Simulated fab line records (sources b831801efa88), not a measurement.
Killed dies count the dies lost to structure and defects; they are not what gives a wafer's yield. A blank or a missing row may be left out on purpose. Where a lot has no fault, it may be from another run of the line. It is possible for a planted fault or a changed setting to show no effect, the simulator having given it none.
fab line records	flow gf180mcu
record: lots: 7	wafers: 21	last_day: 34
route steps=602 shown V1@354 M2@362
lots that met no fault: taken from a fault-free run of the same line
start_h: hours from the record's first day to the start of the lot's first wafer shown	wait_h: hours elapsed since this lot's preceding step	" the same as in the row above	L1.1+2: a row that stands for several wafers	- no value present, or no start provided	* or withheld: withheld	< > ~ a bound
route shown NAME@n: names a module that has steps shown in the file, with the first one's number in the route	usual: mean/standard deviation of fault-free wafers	same: alike in all rows	chamber/n: place in a boat	sites: per-site readings	_std_site: the values' standard deviation	_edge_site: the outer-site mean with the inner-site mean subtracted	radius_mm: for every site, how far away it sits from the centre of the wafer	mask NAME#n: copy n	behind: the most recent tool/chamber to have shaped the wafer	hold: why the lot went on hold/how many hours it stayed there/how the hold came to an end	device: names the non-switching transistor (n, p or np)	end of line: tests of these same wafers at the route's end	for a step that has no rows: nothing shown but its recipe	killed: dies that structure and defects cost at the first sort, which is not the same as the wafer's yield	map: a wafer's dies, marking killed ones x, the rest . and places with no die _
set.NAME: setting as actually run; set.NAME@STEP: the setting as run at that earlier step	model.NAME: the simulator's own value behind a step, which no gauge read
certain route steps with their lots: each step a table, each wafer a row
services: from which hour (start_h, from the record's first day; less than 0 if before it) a tool's chamber was out of use, for how many hours, and why
== steps ==
step: GF_V1_STRIP_19
recipe: chemistry: post_etch_residue_remover	time_s: 1200	temp_c: 72.5
step: GF_V1_CLEAN_20
recipe: chemistry: DIW	dry: n2_spin
step: GF_V1_SPUTTER_21
recipe: material: Ti	target_thk_nm: 15	chamber_pressure_pa: 5	power_w: 2500	substrate_temp_c: 200	time_s: 80.02
usual: cathode_dc_power_W: 2500.0/0.46	chamber_pressure_pa: 5.000/0.0097	throttle_valve_pct: 30.0/1.4
same: time_s: 80.02
lot.wafer	tool	chamber	start_h	wait_h	cathode_dc_power_W	chamber_pressure_pa	throttle_valve_pct
L287.1	pvd_sputter-01	-	446.37	0.0	2501.0	4.992	29.2
L287.4	"	-	"	"	2500.8	5.003	28.8
L287.6	"	-	"	"	2500.2	4.996	28.6
L288.1	pvd_sputter-03	-	462.75	0.0	2500.2	5.000	27.7
L288.2	"	-	"	"	2500.4	4.998	30.8
L288.5	"	-	"	"	2500.3	5.007	27.3
L297.1	pvd_sputter-02	-	542.86	0.0	2499.8	5.013	28.8
L297.4	"	-	"	"	2499.7	4.994	31.3
L297.6	"	-	"	"	2500.2	4.996	31.4
L298.4	pvd_sputter-02	-	552.85	0.0	2500.2	5.009	28.3
L298.5	"	-	"	"	2501.3	5.010	29.6
L298.6	"	-	"	"	2499.3	5.006	31.8
L299.2	pvd_sputter-02	-	556.52	0.0	2500.5	4.992	31.6
L299.3	"	-	"	"	2499.4	5.018	28.5
L299.5	"	-	"	"	2499.3	5.016	29.9
L303.3	pvd_sputter-03	-	582.38	0.0	2499.9	4.993	27.7
L303.5	"	-	"	"	2499.3	5.005	27.6
L303.6	"	-	"	"	2500.2	5.000	30.3
L306.1	pvd_sputter-03	-	601.35	0.0	2500.8	4.987	27.6
L306.2	"	-	"	"	2500.6	4.999	30.8
L306.6	"	-	"	"	2500.6	4.984	27.4
step: GF_V1_SPUTTER_22
recipe: material: TiN	target_thk_nm: 10	chamber_pressure_pa: 5	power_w: 4000	time_s: 40
usual: cathode_dc_power_W: 3999.9/0.7	chamber_pressure_pa: 5.000/0.0089	throttle_valve_pct: 30.0/1.4
same: time_s: 40
lot.wafer	tool	chamber	start_h	wait_h	cathode_dc_power_W	chamber_pressure_pa	throttle_valve_pct
L287.1	pvd_sputter-01	-	446.43	0.0	4000.1	5.005	29.3
L287.4	"	-	"	"	4001.2	4.994	28.7
L287.6	"	-	"	"	3999.6	4.985	28.8
L288.1	pvd_sputter-03	-	462.81	0.0	4000.4	4.994	27.5
L288.2	"	-	"	"	3999.5	5.000	30.8
L288.5	"	-	"	"	4000.2	4.989	27.7
L297.1	pvd_sputter-02	-	542.92	0.0	3999.2	4.997	28.5
L297.4	"	-	"	"	3998.9	4.994	31.5
L297.6	"	-	"	"	3999.0	5.020	31.3
L298.4	pvd_sputter-02	-	552.92	0.0	4000.8	4.992	28.2
L298.5	"	-	"	"	3998.8	4.993	29.6
L298.6	"	-	"	"	4000.0	5.002	31.5
L299.2	pvd_sputter-02	-	556.58	0.0	3998.3	5.011	31.4
L299.3	"	-	"	"	3999.6	5.010	28.4
L299.5	"	-	"	"	3999.5	4.994	29.8
L303.3	pvd_sputter-03	-	582.44	0.0	3999.7	4.988	27.5
L303.5	"	-	"	"	3999.9	5.009	27.5
L303.6	"	-	"	"	3998.5	5.005	30.7
L306.1	pvd_sputter-03	-	601.41	0.0	4000.4	5.011	27.7
L306.2	"	-	"	"	4000.8	4.987	30.6
L306.6	"	-	"	"	4000.1	5.000	27.6
step: GF_V1_CVD_23
recipe: material: W	target_thk_nm: 350	time_s: 105.05	temp_c: 400	pressure_torr: 40
usual: chamber_pressure_Torr: 40.00/0.079	heater_power_w: 842/44
same: time_s: 105.05
lot.wafer	tool	chamber	start_h	wait_h	chamber_pressure_Torr	heater_power_w
L287.1	cvd_w-02	1	446.47	0.0	39.99	870
L287.4	"	0	"	"	39.95	789
L287.6	"	0	"	"	39.84	763
L288.1	cvd_w-01	0	462.85	0.0	39.97	893
L288.2	"	1	"	"	40.04	854
L288.5	"	1	"	"	39.97	858
L297.1	cvd_w-02	1	542.96	0.0	40.03	867
L297.4	"	1	"	"	39.97	872
L297.6	"	1	"	"	39.88	868
L298.4	cvd_w-02	0	552.99	0.1	39.88	779
L298.5	"	1	"	"	39.93	845
L298.6	"	0	"	"	40.09	770
L299.2	cvd_w-02	1	556.62	0.0	40.20	868
L299.3	"	0	"	"	40.10	798
L299.5	"	1	"	"	40.03	854
L303.3	cvd_w-02	0	582.52	0.1	40.05	771
L303.5	"	1	"	"	40.08	869
L303.6	"	0	"	"	39.97	797
L306.1	cvd_w-01	1	601.45	0.0	39.98	860
L306.2	"	0	"	"	39.99	871
L306.6	"	0	"	"	40.03	874
step: GF_V1_RS_MEAS_24
recipe: thk_meas_gauge: four-point-probe	reads: W_of_V1_CVD_23+TiN_of_V1_SPUTTER_22+Ti_of_V1_SPUTTER_21
usual: V1_W_RS: 0.327/0.0037
lot.wafer	tool	chamber	start_h	wait_h	V1_W_RS[ohm/sq]
L287.1	film_metro-03	-	446.58	0.1	0.329
L287.4	"	-	"	"	0.333
L287.6	"	-	"	"	0.331
L288.1	film_metro-02	-	462.97	0.1	0.335
L288.2	"	-	"	"	0.331
L288.5	"	-	"	"	0.330
L297.1	film_metro-04	-	543.07	0.1	0.321
L297.4	"	-	"	"	0.329
L297.6	"	-	"	"	0.327
L298.4	film_metro-03	-	553.13	0.1	0.329
L298.5	"	-	"	"	0.326
L298.6	"	-	"	"	0.327
L299.2	film_metro-03	-	556.75	0.1	0.322
L299.3	"	-	"	"	0.326
L299.5	"	-	"	"	0.323
L303.3	film_metro-03	-	582.63	0.1	0.325
L303.5	"	-	"	"	0.322
L303.6	"	-	"	"	0.329
L306.1	film_metro-02	-	601.57	0.1	0.328
L306.2	"	-	"	"	0.331
L306.6	"	-	"	"	0.327
step: GF_V1_THK_MEAS_25
recipe: thk_meas_gauge: xrf	reads: W_of_V1_CVD_23
usual: V1_W_THK: 348/5.1
lot.wafer	tool	chamber	start_h	wait_h	V1_W_THK[nm]
L287.1	film_metro-03	-	446.70	0.1	344
L287.4	"	-	"	"	337
L287.6	"	-	"	"	342
L288.1	film_metro-02	-	463.09	0.1	339
L288.2	"	-	"	"	343
L288.5	"	-	"	"	343
L297.1	film_metro-04	-	543.19	0.1	353
L297.4	"	-	"	"	345
L297.6	"	-	"	"	347
L298.4	film_metro-03	-	553.22	0.1	344
L298.5	"	-	"	"	349
L298.6	"	-	"	"	348
L299.2	film_metro-03	-	556.86	0.1	355
L299.3	"	-	"	"	348
L299.5	"	-	"	"	353
L303.3	film_metro-03	-	582.73	0.1	351
L303.5	"	-	"	"	358
L303.6	"	-	"	"	349
L306.1	film_metro-02	-	601.69	0.1	350
L306.2	"	-	"	"	348
L306.6	"	-	"	"	350
step: GF_V1_CMP_26
recipe: stop_on: SiO2	down_force_psi: 3.5	platen_rpm: 60	t_overpolish_s: 15	target_thk_nm: 0	pad_velocity_m_s: 0.94248
usual: motor_current_A: 11.0/1.2	overpolish_run_s: 15.002/0.0095	time_to_endpoint_s: 85/3.5
lot.wafer	tool	chamber	start_h	wait_h	motor_current_A	overpolish_run_s	time_to_endpoint_s
L287.4	cmp-02	1	446.86	0.1	10.1	15.000	78
L287.1	"	2	"	"	9.6	15.006	81
L287.6	"	3	"	"	9.6	15.002	80
L288.2	cmp-01	1	463.20	0.1	11.3	15.008	80
L288.1	"	2	"	"	12.0	15.002	82
L288.5	"	0	"	"	11.0	14.991	83
L297.1	cmp-01	2	543.25	0.1	11.8	15.006	87
L297.4	"	3	"	"	10.6	15.011	84
L297.6	"	2	"	"	11.4	15.017	83
L298.4	cmp-02	3	553.66	0.4	8.8	15.010	79
L298.5	"	0	"	"	13.2	14.996	84
L298.6	"	1	"	"	10.1	15.004	81
L299.3	cmp-01	3	556.91	0.0	10.8	15.016	87
L299.2	"	0	"	"	11.1	15.009	92
L299.5	"	3	"	"	11.0	15.011	90
L303.3	cmp-01	3	582.92	0.2	10.7	15.007	90
L303.5	"	0	"	"	11.1	15.015	92
L303.6	"	1	"	"	11.5	15.000	89
L306.2	cmp-01	1	601.80	0.1	11.6	14.988	87
L306.1	"	3	"	"	11.2	14.984	91
L306.6	"	0	"	"	10.8	14.984	92
step: GF_M2_SPUTTER_00
recipe: material: Ti	target_thk_nm: 37.5	arriving_ion_energy_ev: 80	substrate_temp_c: 200	chamber_pressure_pa: 2	power_w: 4000	time_s: 150
step: GF_M2_SPUTTER_01
recipe: material: TiN	target_thk_nm: 30	power_w: 6299	time_s: 25	chamber_pressure_pa: 0.4
step: GF_M2_SPUTTER_02
recipe: material: AlCu	target_thk_nm: 450	power_w: 10600	time_s: 23.9	chamber_pressure_pa: 0.4
step: GF_M2_SPUTTER_03
recipe: material: Ti	target_thk_nm: 10	substrate_temp_c: 300	chamber_pressure_pa: 0.3	power_w: 3000	time_s: 6.7
usual: cathode_dc_power_W: 2999.9/0.49	chamber_pressure_pa: 0.3001/0.00075	throttle_valve_pct: 30.0/1.2
same: time_s: 6.7
lot.wafer	tool	chamber	start_h	wait_h	cathode_dc_power_W	chamber_pressure_pa	throttle_valve_pct
L287.1	pvd_sputter-03	-	447.23	0.0	3001.1	0.2999	30.1
L287.4	"	-	"	"	2999.8	0.3004	27.2
L287.6	"	-	"	"	2999.4	0.3003	29.9
L288.1	pvd_sputter-02	-	463.61	0.0	2999.9	0.2999	31.7
L288.2	"	-	"	"	2999.4	0.3001	31.7
L288.5	"	-	"	"	3000.0	0.2995	29.8
L297.1	pvd_sputter-04	-	543.72	0.0	2999.9	0.2989	31.7
L297.4	"	-	"	"	2999.8	0.3010	29.6
L297.6	"	-	"	"	2999.6	0.3003	29.3
L298.4	pvd_sputter-03	-	553.97	0.0	3000.6	0.2992	27.6
L298.5	"	-	"	"	3000.2	0.3006	30.7
L298.6	"	-	"	"	3000.6	0.2999	27.5
L299.2	pvd_sputter-03	-	557.37	0.0	2999.8	0.3004	27.6
L299.3	"	-	"	"	2999.6	0.3000	30.3
L299.5	"	-	"	"	2999.0	0.2996	27.7
L303.3	pvd_sputter-02	-	583.23	0.0	3000.4	0.3006	29.5
L303.5	"	-	"	"	3000.5	0.3002	31.4
L303.6	"	-	"	"	3000.1	0.3013	29.7
L306.1	pvd_sputter-03	-	602.21	0.0	2999.6	0.2988	30.3
L306.2	"	-	"	"	3000.9	0.2999	30.8
L306.6	"	-	"	"	2999.7	0.2995	27.6
step: GF_M2_SPUTTER_04
recipe: material: TiN	target_thk_nm: 50	power_w: 6500	time_s: 42.83	chamber_pressure_pa: 0.4
usual: cathode_dc_power_W: 6499.9/1.2	chamber_pressure_pa: 0.3999/0.00079	throttle_valve_pct: 30.0/1.2	time_s: 42.83/0
lot.wafer	tool	chamber	start_h	wait_h	cathode_dc_power_W	chamber_pressure_pa	throttle_valve_pct	time_s
L287.1	pvd_sputter-03	-	447.25	0.0	6499.3	0.4000	30.2	42.83
L287.4	"	-	"	"	6501.0	0.4013	27.6	42.83
L287.6	"	-	"	"	6499.9	0.3995	29.8	42.83
L288.1	pvd_sputter-02	-	463.63	0.0	6499.5	0.3988	31.4	42.83
L288.2	"	-	"	"	6500.9	0.3989	31.3	42.83
L288.5	"	-	"	"	6499.9	0.3983	29.8	42.83
L297.1	pvd_sputter-04	-	543.74	0.0	-	-	-	-
L297.4	"	-	"	"	-	-	-	-
L297.6	"	-	"	"	-	-	-	-
L298.4	pvd_sputter-03	-	553.99	0.0	-	-	-	-
L298.5	"	-	"	"	-	-	-	-
L298.6	"	-	"	"	-	-	-	-
L299.2	pvd_sputter-03	-	557.39	0.0	-	-	-	-
L299.3	"	-	"	"	-	-	-	-
L299.5	"	-	"	"	-	-	-	-
L303.3	pvd_sputter-02	-	583.25	0.0	6499.9	0.4009	29.5	42.83
L303.5	"	-	"	"	6499.7	0.3995	31.7	42.83
L303.6	"	-	"	"	6499.4	0.3997	29.6	42.83
L306.1	pvd_sputter-03	-	602.23	0.0	6499.9	0.3984	30.4	42.83
L306.2	"	-	"	"	6499.1	0.4006	30.7	42.83
L306.6	"	-	"	"	6499.2	0.4014	27.9	42.83
step: GF_M2_THK_MEAS_06
recipe: thk_meas_gauge: xrf	reads: AlCu_of_M2_SPUTTER_02
usual: M2_ALCU_THK: 447/5.2
lot.wafer	tool	chamber	start_h	wait_h	hold	M2_ALCU_THK[nm]
L287.1	film_metro-02	-	447.41	0.1	-	446
L287.4	"	-	"	"	-	449
L287.6	"	-	"	"	-	447
L288.1	film_metro-01	-	463.79	0.1	-	447
L288.2	"	-	"	"	-	455
L288.5	"	-	"	"	-	445
L297.1	film_metro-01	-	553.26	9.2	await_dispo/0.2h/release	496
L297.4	"	-	"	"	await_dispo/0.2h/release	487
L297.6	"	-	"	"	await_dispo/0.2h/release	496
L297.1	film_metro-01	-	553.49	0.2	-	497
L297.4	"	-	"	"	-	485
L297.6	"	-	"	"	-	498
L298.4	film_metro-03	-	557.01	2.6	await_dispo/0.2h/release	501
L298.5	"	-	"	"	await_dispo/0.2h/release	503
L298.6	"	-	"	"	await_dispo/0.2h/release	499
L298.4	film_metro-03	-	557.24	0.2	-	502
L298.5	"	-	"	"	-	502
L298.6	"	-	"	"	-	497
L299.2	film_metro-03	-	566.93	9.2	await_dispo/0.2h/release	502
L299.3	"	-	"	"	await_dispo/0.2h/release	510
L299.5	"	-	"	"	await_dispo/0.2h/release	498
L299.2	film_metro-03	-	567.16	0.2	-	503
L299.3	"	-	"	"	-	508
L299.5	"	-	"	"	-	500
L303.3	film_metro-02	-	583.43	0.1	-	446
L303.5	"	-	"	"	-	453
L303.6	"	-	"	"	-	450
L306.1	film_metro-02	-	602.39	0.1	-	448
L306.2	"	-	"	"	-	453
L306.6	"	-	"	"	-	444
step: GF_M2_HMDS_08
recipe: prime_time_s: 60	prime_temp_c: 120
step: GF_M2_COAT_09
recipe: resist: KrF	spin_rpm: withheld	resist_thk_nm: 1000
step: GF_M2_SOFTBAKE_10
recipe: temp_c: 130	time_s: 60	resist: KrF
step: GF_M2_EXPOSE_11
recipe: mask_id: Metal2	target_cd_nm: 280	na: 0.68	source_shape: conventional	sigma_outer: 0.6	dose_mj: 28
step: GF_M2_PEB_12
recipe: peb_temp_c: 135	peb_time_s: 90	resist: KrF
step: GF_M2_DEVELOP_13
recipe: develop_time_s: 60	dev_temp_c: 21
step: GF_M2_CD_MEAS_14
recipe: target_cd_nm: 280
usual: cd_nm: 280.1/1.3
lot.wafer	tool	chamber	start_h	wait_h	cd_nm
L287.1	cd_sem-02	-	470.50	0.1	280.5
L287.4	"	-	"	"	281.7
L287.6	"	-	"	"	279.8
L288.1	cd_sem-02	-	487.80	0.1	279.8
L288.2	"	-	"	"	280.1
L288.5	"	-	"	"	280.7
L297.1	cd_sem-01	-	566.04	0.1	281.2
L297.4	"	-	"	"	280.6
L297.6	"	-	"	"	281.3
L298.4	cd_sem-01	-	576.30	0.1	279.2
L298.5	"	-	"	"	278.8
L298.6	"	-	"	"	279.3
L299.2	cd_sem-01	-	579.12	0.1	280.2
L299.3	"	-	"	"	279.7
L299.5	"	-	"	"	278.4
L303.3	cd_sem-01	-	604.03	0.1	279.8
L303.5	"	-	"	"	279.4
L303.6	"	-	"	"	279.1
L306.1	cd_sem-02	-	622.40	0.1	280.4
L306.2	"	-	"	"	279.9
L306.6	"	-	"	"	280.1
step: GF_M2_OVL_MEAS_15
usual: M2_OVL: 3/5.9
lot.wafer	tool	chamber	start_h	wait_h	M2_OVL[nm]
L287.1	overlay-02	-	470.62	0.1	-3
L287.4	"	-	"	"	2
L287.6	"	-	"	"	-6
L288.1	overlay-02	-	487.92	0.1	-4
L288.2	"	-	"	"	-7
L288.5	"	-	"	"	-3
L297.1	overlay-01	-	566.16	0.1	5
L297.4	"	-	"	"	2
L297.6	"	-	"	"	-1
L298.4	overlay-01	-	576.38	0.1	5
L298.5	"	-	"	"	4
L298.6	"	-	"	"	4
L299.2	overlay-02	-	579.23	0.1	-2
L299.3	"	-	"	"	-1
L299.5	"	-	"	"	-2
L303.3	overlay-01	-	604.12	0.1	3
L303.5	"	-	"	"	8
L303.6	"	-	"	"	14
L306.1	overlay-02	-	622.52	0.1	2
L306.2	"	-	"	"	4
L306.6	"	-	"	"	4
step: GF_M2_METAL_ETCH_16
recipe: chemistry: Cl2/BCl3	mask_material: KrF	target_depth_nm: 627.5	stop_on: SiO2	pressure_mtorr: 8	icp_w: 800	bias_w: 140	Cl2_flow_sccm: 80	bcl3_flow_sccm: 40	time_s: 104.6
usual: drypump_motor_current_A: 5.8/0.42	oes_product_au: 0.971/0.0064	throttle_valve_pct: 28.251/0.011
same: time_s: 104.6
lot.wafer	tool	chamber	start_h	wait_h	drypump_motor_current_A	oes_product_au	rf_hours_counter_h	throttle_valve_pct
L287.1	rie_metal-04	0	470.66	0.0	5.2	0.972	10	28.276
L287.4	"	1	"	"	5.7	0.967	-	28.249
L287.6	"	1	"	"	5.7	0.965	-	28.245
L288.1	rie_metal-03	0	487.96	0.0	5.8	0.968	8	28.251
L288.2	"	1	"	"	5.8	0.987	0	28.235
L288.5	"	0	"	"	5.8	0.975	-	28.238
L297.1	rie_metal-04	0	566.19	0.0	5.2	0.989	2	28.231
L297.4	"	0	"	"	5.1	0.987	-	28.237
L297.6	"	0	"	"	5.2	0.981	-	28.223
L298.4	rie_metal-01	1	576.43	0.0	6.4	0.995	-	28.227
L298.5	"	0	"	"	6.1	0.997	-	28.222
L298.6	"	1	"	"	6.4	0.994	-	28.233
L299.2	rie_metal-01	0	579.26	0.0	6.1	1.002	11	28.212
L299.3	"	1	"	"	6.4	0.987	-	28.217
L299.5	"	1	"	"	6.4	0.995	-	28.235
L303.3	rie_metal-03	0	604.18	0.1	5.8	0.964	-	28.240
L303.5	"	1	"	"	5.8	0.966	-	28.243
L303.6	"	0	"	"	5.8	0.970	-	28.244
L306.1	rie_metal-01	0	622.56	0.0	6.1	0.962	13	28.251
L306.2	"	0	"	"	6.1	0.974	-	28.232
L306.6	"	0	"	"	6.1	0.972	-	28.247
step: GF_M2_STRIP_17
recipe: chemistry: O2/N2	power_w: 1400	pressure_mtorr: 1500	platen_temp_c: 250	o2_flow_sccm: 3000	n2_flow_sccm: 300	overash_fraction: 0.5
== services ==
tool	chamber	start_h	hours	kind
rie_metal-04	0	431.15	13.9	repair
cmp-02	-	453.00	1.2	repair
cvd_w-02	-	456.00	1.0	repair
rie_metal-01	1	466.26	2.3	repair
pvd_sputter-02	0	467.08	-	consumable_replace:kit
pvd_sputter-02	0	467.08	18.0	scheduled_down
pvd_sputter-03	-	490.36	0.8	repair
rie_metal-04	-	494.38	0.8	repair
rie_metal-01	-	497.11	8.3	repair
cvd_w-02	-	523.85	2.9	repair
cmp-02	-	543.25	2.3	repair
rie_metal-04	0	547.88	1.8	repair
cmp-01	-	552.71	1.8	repair
cvd_w-01	0	555.33	8.1	repair
rie_metal-03	-	565.56	0.1	repair
cvd_w-01	-	568.91	4.3	pm
cmp-02	-	572.19	4.0	pm
cmp-02	-	588.27	0.6	repair
pvd_sputter-01	-	598.81	3.0	repair
cmp-02	-	603.78	0.2	repair
rie_metal-01	-	605.44	5.8	repair
cmp-01	-	611.37	12.7	repair
pvd_sputter-02	-	616.38	2.8	repair
pvd_sputter-01	-	621.42	2.4	repair
== key ==
first_sign: step: GF_M2_SPUTTER_04	reading: tool_record	direction: missing
effect: step: GF_M2_THK_MEAS_06	reading: visit	direction: added
effect: step: GF_M2_THK_MEAS_06	reading: M2_ALCU_THK	direction: up	sigmas: 10	usual: 447	struck: 499
effect: step: GF_M2_METAL_ETCH_16	reading: oes_product_au	direction: up	sigmas: 3.3	usual: 0.971	struck: 0.992
met_at GF_M2_SPUTTER_04
struck_wafers L297.1,L297.4,L297.6,L298.4,L298.5,L298.6,L299.2,L299.3,L299.5
later_rows_left_out L297.1,L297.4,L297.6,L298.4,L298.5,L298.6,L299.2,L299.3,L299.5
sort_left_out L297.1,L297.4,L297.6,L298.4,L298.5,L298.6,L299.2,L299.3,L299.5
onset_between 447.25 543.74
fault: kind: skipped_step_whole	tool: pvd_sputter-03,pvd_sputter-04	chamber: -	onset_h: 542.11	steps: GF_M2_SPUTTER_04	scope: struck_lots_only
sort_left_out: the simulated sort isn't trusted on such a fault, so these wafers' sort isn't shown, and their yield isn't known
later_rows_left_out: the simulator's readings of these wafers behind a module that went badly wrong aren't trusted and aren't shown, but for the sort
